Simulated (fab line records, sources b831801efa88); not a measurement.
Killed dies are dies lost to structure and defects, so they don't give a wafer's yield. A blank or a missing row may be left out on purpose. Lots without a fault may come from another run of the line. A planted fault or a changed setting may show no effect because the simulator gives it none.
fab line records | flow gf180mcu
record lots=11 wafers=33 last_day=34
route steps=602 shown V4@490 MIM@511
lots that met no fault: from a run of the same line without faults
start_h: hours from the record's first day to the start of the lot's first wafer shown | wait_h: hours since the lot's step before | " the same as in the row above | L1.1+2: a row that stands for several wafers | - no value, or no start given | * or withheld: withheld | < > ~ a bound
route shown NAME@n: a module of which the file shows steps, and the number in the route of the first | usual: mean/standard deviation of fault-free wafers | same: alike in all rows | chamber/n: place in a boat | sites: the reading at each site | _std_site: their standard deviation | _edge_site: outer sites' mean less inner sites' | radius_mm: how far each site lies from the wafer's centre | mask NAME#n: copy n | behind: the tool/chamber that last shaped the wafer | hold: why the lot was held/for how many hours/how that ended | device: the transistor (n, p or np) that didn't switch | end of line: the same wafers' tests at the end of the route | a step without rows: its recipe alone | killed: dies lost to structure and defects at the first sort, not the wafer's yield | map: a wafer's dies, x killed, . not, _ none there
set.NAME: the setting as run; set.NAME@STEP: as run at that earlier step | model.NAME: the simulator's own value behind a step, which no gauge read
steps of the route over a sample of lots; a table a step, a row a wafer
services: from which hour (start_h, from the record's first day; less than 0 if before it) a tool's chamber was out of use, for how many hours, and why
## steps
# step GF_V4_CD_MEAS_14
# recipe target_cd_nm=260
# usual cd_nm=260.0/1.2
# columns lot.wafer tool chamber start_h wait_h cd_nm
L432.3 cd_sem-01 - 565.09 0.1 257.9
L432.5 " - " " 259.5
L432.6 " - " " 259.9
L438.1 cd_sem-02 - 616.47 0.1 259.7
L438.3 " - " " 260.7
L438.4 " - " " 260.0
L443.1 cd_sem-01 - 646.27 0.1 261.3
L443.3 " - " " 261.0
L443.4 " - " " 260.5
L442.1 cd_sem-02 - 648.65 0.1 258.7
L442.3 " - " " 259.8
L442.5 " - " " 259.7
L444.1 cd_sem-02 - 652.52 0.1 259.0
L444.4 " - " " 257.9
L444.5 " - " " 258.8
L445.1 cd_sem-01 - 653.77 0.1 258.9
L445.3 " - " " 257.5
L445.4 " - " " 258.2
L446.3 cd_sem-02 - 669.96 0.1 260.1
L446.4 " - " " 260.0
L446.6 " - " " 259.1
L447.1 cd_sem-01 - 686.69 0.2 260.9
L447.3 " - " " 261.4
L447.5 " - " " 261.3
L449.3 cd_sem-01 - 700.44 0.1 259.3
L449.4 " - " " 259.2
L449.6 " - " " 258.3
L451.1 cd_sem-02 - 702.17 0.1 260.4
L451.2 " - " " 260.2
L451.5 " - " " 259.3
L452.2 cd_sem-02 - 720.74 0.1 262.5
L452.3 " - " " 262.7
L452.6 " - " " 263.4
# step GF_V4_ETCH_16
# recipe chemistry=N2/H2 target_depth_a=withheld overetch_a=withheld time_s=withheld target=BARC ion_energy_ev=200 source_w=500 bias_w=100 pressure_mtorr=30 n2_flow_sccm=100 h2_flow_sccm=200
# usual drypump_motor_current_A=5.7/0.38 oes_product_au=0.854/0.0043 throttle_valve_pct=13.224/0.0093
# columns lot.wafer tool chamber start_h wait_h drypump_motor_current_A oes_product_au throttle_valve_pct
L432.3 rie_diel-04 0 565.21 0.0 5.8 0.845 13.231
L432.5 " 1 " " 5.6 0.856 13.234
L432.6 " 0 " " 5.8 0.854 13.226
L438.1 rie_diel-02 0 616.63 0.0 5.5 0.866 13.226
L438.3 " 2 " " 5.7 0.853 13.235
L438.4 " 3 " " 5.8 0.856 13.231
L443.1 rie_diel-02 0 646.43 0.0 5.5 0.855 13.221
L443.3 " 2 " " 5.7 0.856 13.223
L443.4 " 1 " " 5.0 0.856 13.229
L442.1 rie_diel-02 2 648.81 0.0 5.7 0.856 13.225
L442.3 " 0 " " 5.5 0.850 13.214
L442.5 " 0 " " 5.5 0.853 13.221
L444.1 rie_diel-01 3 652.68 0.0 6.3 0.862 13.230
L444.4 " 2 " " 5.8 0.849 13.221
L444.5 " 2 " " 5.8 0.860 13.228
L445.1 rie_diel-02 2 653.93 0.0 5.7 0.853 13.223
L445.3 " 0 " " 5.5 0.854 13.207
L445.4 " 0 " " 5.5 0.845 13.219
L446.3 rie_diel-02 2 670.08 0.0 5.7 0.851 13.216
L446.4 " 3 " " 5.8 0.855 13.223
L446.6 " 1 " " 5.0 0.858 13.225
L447.1 rie_diel-04 2 686.85 0.0 6.3 0.860 13.225
L447.3 " 1 " " 5.6 0.853 13.222
L447.5 " 1 " " 5.6 0.856 13.233
L449.3 rie_diel-02 3 700.56 0.0 5.8 0.858 13.210
L449.4 " 0 " " 5.5 0.857 13.228
L449.6 " 2 " " 5.7 0.851 13.230
L451.1 rie_diel-04 1 702.33 0.0 5.6 0.857 13.225
L451.2 " 3 " " 5.7 0.850 13.212
L451.5 " 2 " " 6.3 0.856 13.226
L452.2 rie_diel-04 3 720.88 0.0 5.7 0.857 13.202
L452.3 " 1 " " 5.6 0.861 13.229
L452.6 " 1 " " 5.6 0.856 13.223
# step GF_V4_CVD_23
# recipe material=W target_thk_nm=350 time_s=104.9 temp_c=400 pressure_torr=40
# usual heater_power_w=827/74 susceptor_temp_C=400.02/0.21
# columns lot.wafer tool chamber start_h wait_h heater_power_w susceptor_temp_C
L432.3 cvd_w-01 1 566.02 0.1 786 399.80
L432.5 " 0 " " 971 400.07
L432.6 " 1 " " 792 399.73
L438.1 cvd_w-02 0 617.40 0.0 779 399.78
L438.3 " 1 " " 807 399.87
L438.4 " 0 " " 781 399.88
L443.1 cvd_w-02 0 647.19 0.0 763 400.10
L443.3 " 0 " " 776 400.01
L443.4 " 1 " " 833 399.68
L442.1 cvd_w-02 1 649.60 0.0 789 400.05
L442.3 " 0 " " 768 399.48
L442.5 " 0 " " 766 400.15
L444.1 cvd_w-02 1 653.47 0.0 819 400.32
L444.4 " 1 " " 800 400.44
L444.5 " 0 " " 776 400.03
L445.1 cvd_w-02 0 654.72 0.0 776 400.05
L445.3 " 1 " " 819 399.82
L445.4 " 0 " " 761 400.28
L446.3 cvd_w-02 1 670.88 0.1 825 400.17
L446.4 " 0 " " 771 399.85
L446.6 " 0 " " 755 399.75
L447.1 cvd_w-02 1 687.65 0.0 828 399.94
L447.3 " 1 " " 824 400.15
L447.5 " 0 " " 766 400.07
L449.3 cvd_w-01 1 701.36 0.1 797 400.12
L449.4 " 0 " " 963 400.02
L449.6 " 0 " " 992 399.93
L451.1 cvd_w-02 1 703.09 0.0 818 399.87
L451.2 " 0 " " 757 400.27
L451.5 " 0 " " 792 400.04
L452.2 cvd_w-02 1 721.64 0.0 838 400.20
L452.3 " 1 " " 796 400.19
L452.6 " 1 " " 825 399.96
# step GF_MIM_SPUTTER_08
# recipe material=AlCu target_thk_nm=200 power_w=10600 time_s=10.6 chamber_pressure_pa=0.4
# usual throttle_valve_pct=30.1/1.1
# columns lot.wafer tool chamber start_h wait_h throttle_valve_pct
L432.3 pvd_sputter-02 - 566.93 0.0 28.6
L432.5 " - " " 30.1
L432.6 " - " " 28.9
L438.1 pvd_sputter-03 - 618.35 0.0 32.1
L438.3 " - " " 28.7
L438.4 " - " " 31.4
L443.1 pvd_sputter-02 - 648.29 0.0 28.8
L443.3 " - " " 28.9
L443.4 " - " " 30.1
L442.1 pvd_sputter-03 - 650.55 0.0 32.1
L442.3 " - " " 31.7
L442.5 " - " " 31.5
L444.1 pvd_sputter-04 - 654.42 0.0 29.1
L444.4 " - " " 30.4
L444.5 " - " " 29.1
L445.1 pvd_sputter-04 - 655.67 0.0 30.5
L445.3 " - " " 29.3
L445.4 " - " " 30.5
L446.3 pvd_sputter-04 - 671.80 0.0 29.0
L446.4 " - " " 30.3
L446.6 " - " " 29.3
L447.1 pvd_sputter-04 - 688.60 0.0 29.2
L447.3 " - " " 28.9
L447.5 " - " " 29.4
L449.3 pvd_sputter-04 - 702.27 0.0 29.9
L449.4 " - " " 29.1
L449.6 " - " " 29.2
L451.1 pvd_sputter-04 - 704.06 0.0 30.5
L451.2 " - " " 28.7
L451.5 " - " " 30.3
L452.2 pvd_sputter-02 - 722.59 0.0 28.7
L452.3 " - " " 30.6
L452.6 " - " " 30.4
# step GF_MIM_RS_MEAS_10
# recipe thk_meas_gauge=four-point-probe reads=TiN_of_MIM_SPUTTER_09+AlCu_of_MIM_SPUTTER_08+TiN_of_MIM_SPUTTER_07
# usual MIM_ALCU_RS=0.1602/0.0017
# columns lot.wafer tool chamber start_h wait_h MIM_ALCU_RS[ohm/sq]
L432.3 film_metro-04 - 567.03 0.1 0.1592
L432.5 " - " " 0.1567
L432.6 " - " " 0.1583
L438.1 film_metro-04 - 618.41 0.0 0.1614
L438.3 " - " " 0.1580
L438.4 " - " " 0.1623
L443.1 film_metro-01 - 648.35 0.0 0.1595
L443.3 " - " " 0.1599
L443.4 " - " " 0.1600
L442.1 film_metro-02 - 650.61 0.0 0.1602
L442.3 " - " " 0.1600
L442.5 " - " " 0.1618
L444.1 film_metro-04 - 654.47 0.0 0.1589
L444.4 " - " " 0.1587
L444.5 " - " " 0.1607
L445.1 film_metro-02 - 655.73 0.0 0.1584
L445.3 " - " " 0.1600
L445.4 " - " " 0.1612
L446.3 film_metro-01 - 671.89 0.1 0.1621
L446.4 " - " " 0.1590
L446.6 " - " " 0.1619
L447.1 film_metro-02 - 688.66 0.0 0.1622
L447.3 " - " " 0.1610
L447.5 " - " " 0.1635
L449.3 film_metro-01 - 702.37 0.1 0.1589
L449.4 " - " " 0.1615
L449.6 " - " " 0.1197
L451.1 film_metro-01 - 704.11 0.0 0.1592
L451.2 " - " " 0.1184
L451.5 " - " " 0.1592
L452.2 film_metro-02 - 722.67 0.0 0.1621
L452.3 " - " " 0.1585
L452.6 " - " " 0.1593
# step GF_MIM_THK_MEAS_11
# recipe thk_meas_gauge=xrf reads=AlCu_of_MIM_SPUTTER_08
# usual MIM_ALCU_THK=197.3/2.3
# columns lot.wafer tool chamber start_h wait_h MIM_ALCU_THK[nm]
L432.3 film_metro-04 - 567.13 0.1 198.0
L432.5 " - " " 202.0
L432.6 " - " " 199.4
L438.1 film_metro-04 - 618.53 0.1 194.8
L438.3 " - " " 201.0
L438.4 " - " " 195.6
L443.1 film_metro-01 - 648.47 0.1 196.4
L443.3 " - " " 195.5
L443.4 " - " " 194.5
L442.1 film_metro-02 - 650.73 0.1 198.0
L442.3 " - " " 198.0
L442.5 " - " " 196.2
L444.1 film_metro-04 - 654.59 0.1 199.3
L444.4 " - " " 200.5
L444.5 " - " " 197.6
L445.1 film_metro-02 - 655.85 0.1 200.7
L445.3 " - " " 198.6
L445.4 " - " " 196.9
L446.3 film_metro-01 - 671.99 0.1 194.5
L446.4 " - " " 197.4
L446.6 " - " " 194.5
L447.1 film_metro-02 - 688.78 0.1 195.7
L447.3 " - " " 196.8
L447.5 " - " " 194.7
L449.3 film_metro-01 - 702.47 0.1 198.9
L449.4 " - " " 195.6
L449.6 " - " " 258.6
L451.1 film_metro-01 - 704.23 0.1 197.7
L451.2 " - " " 263.9
L451.5 " - " " 196.7
L452.2 film_metro-02 - 722.78 0.1 196.6
L452.3 " - " " 200.6
L452.6 " - " " 199.9
## services
# columns tool chamber start_h hours kind
cvd_w-02 - 545.59 15.6 pm
pvd_sputter-02 - 546.47 0.5 repair
rie_diel-02 1 553.46 - clean
pvd_sputter-02 - 559.22 5.7 repair
cvd_w-01 1 570.56 5.9 repair
rie_diel-04 3 571.08 2.5 repair
rie_diel-02 1 574.00 18.3 repair
rie_diel-04 - 574.67 2.8 pm
pvd_sputter-02 - 579.01 2.2 repair
cvd_w-01 0 593.78 10.0 repair
rie_diel-01 3 607.00 4.5 repair
cvd_w-01 - 609.20 14.6 pm
cvd_w-02 - 623.80 14.6 pm
rie_diel-04 0 626.39 109.5 repair
rie_diel-01 3 627.61 7.7 repair
rie_diel-01 - 630.70 0.3 repair
pvd_sputter-03 - 635.64 3.7 repair
cvd_w-02 - 644.96 0.3 repair
cvd_w-01 - 649.58 6.9 pm
rie_diel-02 - 660.21 1.1 repair
rie_diel-02 1 662.57 3.8 repair
rie_diel-02 0 669.40 1.4 repair
pvd_sputter-02 - 670.83 13.1 repair
pvd_sputter-04 - 679.23 3.7 repair
## key
first_sign step=GF_MIM_RS_MEAS_10 reading=MIM_ALCU_RS direction=down sigmas=24 usual=0.1602 struck=0.1191
effect step=GF_MIM_THK_MEAS_11 reading=MIM_ALCU_THK direction=up sigmas=28 usual=197.3 struck=261.2
met_at GF_MIM_SPUTTER_08
struck_lots L449,L451
struck_wafers L449.6,L451.2
not_acting_at GF_V4_CD_MEAS_14,GF_V4_ETCH_16,GF_V4_CVD_23
onset_between 688.60 702.27
fault kind=process_parameter_drift tool=pvd_sputter-04 chamber=- onset_h=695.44 steps=GF_MIM_SPUTTER_08 channel=target_thk_nm offset=63.064 shape=step end_h=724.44 acts_in=these_recipes_only stated=200 scope=struck_wafers_only
